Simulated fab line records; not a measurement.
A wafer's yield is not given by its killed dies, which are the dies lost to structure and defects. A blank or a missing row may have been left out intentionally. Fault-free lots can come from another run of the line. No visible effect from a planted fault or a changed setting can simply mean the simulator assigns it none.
Chamber matching ; flow sky130 ; cmp-02 running SKY_CONTACT_CMP_27: 4 sister chambers
The step polishes, stops on SiO2, t overpolish 15 s, target thk 0 nm. 4 wafers are shown with their chamber, then 8 later ones without.

== WAFERS PAIRED WITH THEIR CHAMBERS ==
wafer;chamber;motor current A (A)
L636.3;0;10.3
L636.4;2;11.4
L636.5;3;10.1
L635.1;1;10.5

== WAFERS WITHOUT THEIR CHAMBER ==
wafer;motor current A (A)
L635.3;10.8
L635.5;11.1
L638.1;9.6
L638.4;10.6
L638.5;11.0
L640.1;10.7
L640.3;11.0
L640.5;9.9

== WHICH CHAMBER EACH WENT THROUGH ==
wafer;from the rows above;in truth
L635.3;can't be placed: 1 or 0 or 2 or 3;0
L635.5;can't be placed: 2 or 1 or 0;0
L638.1;can't be placed: 3 or 0 or 1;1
L638.4;can't be placed: 1 or 0 or 3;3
L638.5;can't be placed: 2 or 1 or 0 or 3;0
L640.1;can't be placed: 1 or 0 or 3 or 2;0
L640.3;can't be placed: 2 or 1 or 0 or 3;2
L640.5;can't be placed: 3 or 0 or 1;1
Correctly placed: 0 of 8. Cannot be placed on the basis of these rows: 8; the candidates contain the true chamber in 8. Wrongly placed: 0.
How it was worked out, from the rows above alone: a wafer's distance from a chamber is the root of the sum, over the readings, of the square of ((its reading less the chamber's mean) divided by the reading's scatter). If the next closest chamber is less than 2 further off than the closest, the wafer can't be placed; otherwise it belongs to the closest. A chamber's mean is the mean of its shown wafers. The scatter: root of mean squared gap, hidden wafer to nearest shown wafer, with one shown wafer a chamber.
